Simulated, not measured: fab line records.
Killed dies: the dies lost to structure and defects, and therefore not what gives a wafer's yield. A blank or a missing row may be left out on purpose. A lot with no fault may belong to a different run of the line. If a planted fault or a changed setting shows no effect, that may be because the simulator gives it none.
What tool caused it? | flow sky130 | at 1 step of a route of 708, 6 lots with 18 wafers sampled

== WHAT THE GAUGES READ, wafer by wafer ==
SKY_VIA2_RS_MEAS_22: the measuring method here is four-point-probe.
lot  | measured     | on           | VIA2_W_RS (ohm/sq)
L773 | day 37 07:34 | filmMetro-01 | 0.2750 0.2781 0.2786
L775 | day 38 15:41 | filmMetro-01 | 0.2745 0.2735 0.2741
L776 | day 38 20:25 | filmMetro-02 | 0.2736 0.2771 0.2783
L783 | day 39 22:31 | filmMetro-01 | 0.2801 0.2791 0.2767
L790 | day 42 00:16 | filmMetro-02 | 0.2775 0.2773 0.2784
L792 | day 42 06:11 | filmMetro-02 | 0.2744 0.2751 0.2734

== WHICH TOOL RAN EACH LOT (tool, then ch and the chambers of the sampled wafers, then the start) ==
No process step before these readings appears in the record.

== THE ANSWER, worked out from the rows above alone ==
Rule: the usual values come from the lots themselves. The widest of any qualifying gaps counts: lots, ordered by their means at a reading, are off when they make up no more than a third of the lots, leave a main group of 4 or more, and stand apart from it by 3 or more times the standard deviation of that group's means. A main group whose means are all the same, to the digits that the tables above print for the reading, isn't used. A lot without any number at a reading at which 4 lots or more have one is off too. The other lots that the step has rows for count as sound.
Across all readings shown, no lot is off: no conclusion can be drawn from this.

== WHAT THE SIMULATOR HAD PUT IN ==
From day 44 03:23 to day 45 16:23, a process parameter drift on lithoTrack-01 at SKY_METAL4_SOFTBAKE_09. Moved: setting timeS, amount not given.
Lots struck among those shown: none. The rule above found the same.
